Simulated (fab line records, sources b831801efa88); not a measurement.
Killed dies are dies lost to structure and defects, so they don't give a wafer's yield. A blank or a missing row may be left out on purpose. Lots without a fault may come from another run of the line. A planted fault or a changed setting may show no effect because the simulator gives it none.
Chamber matching | flow sky130 | SKY_CAPM_CVD_00 on pecvd-04: 3 sister chambers
The step deposits SiO2, target thk 15.5 nm. 6 wafers are shown with their chamber, then 10 later ones without.

WAFERS WITH THEIR CHAMBER
wafer  | chamber | heater_power_w (W)
L080.1 | 2       | 952
L081.1 | 1       | 706
L081.2 | 0       | 673
L081.4 | 2       | 981
L086.4 | 0       | 741
L086.5 | 1       | 677

WAFERS WITHOUT THEIR CHAMBER
wafer  | heater_power_w (W)
L086.6 | 913
L089.1 | 624
L089.4 | 717
L089.6 | 947
L094.2 | 830
L094.3 | 760
L094.6 | 746
L095.1 | 650
L095.4 | 921
L095.5 | 639

WHICH CHAMBER EACH WENT THROUGH
wafer  | from the rows above          | in truth
L086.6 | 2                            | 2
L089.1 | can't be placed: 1 or 0      | 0
L089.4 | can't be placed: 0 or 1      | 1
L089.6 | 2                            | 2
L094.2 | can't be placed: 0 or 2 or 1 | 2
L094.3 | can't be placed: 0 or 1      | 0
L094.6 | can't be placed: 0 or 1      | 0
L095.1 | can't be placed: 1 or 0      | 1
L095.4 | 2                            | 2
L095.5 | can't be placed: 1 or 0      | 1
Placed correctly: 3 of 10. Can't be placed from these rows: 7 (the true chamber is among the candidates in 7). Placed wrongly: 0.
How it was worked out, from the rows above alone: a wafer's distance from a chamber is the root of the sum, over the readings, of the square of ((its reading less the chamber's mean) divided by the reading's scatter). The wafer belongs to the nearest chamber; if the next one is less than 2 further off, it can't be placed. A chamber's mean is the mean of its shown wafers. The scatter: the root of (the sum of the squares of (reading less its chamber's mean) over the shown wafers, divided by (wafers less chambers)).
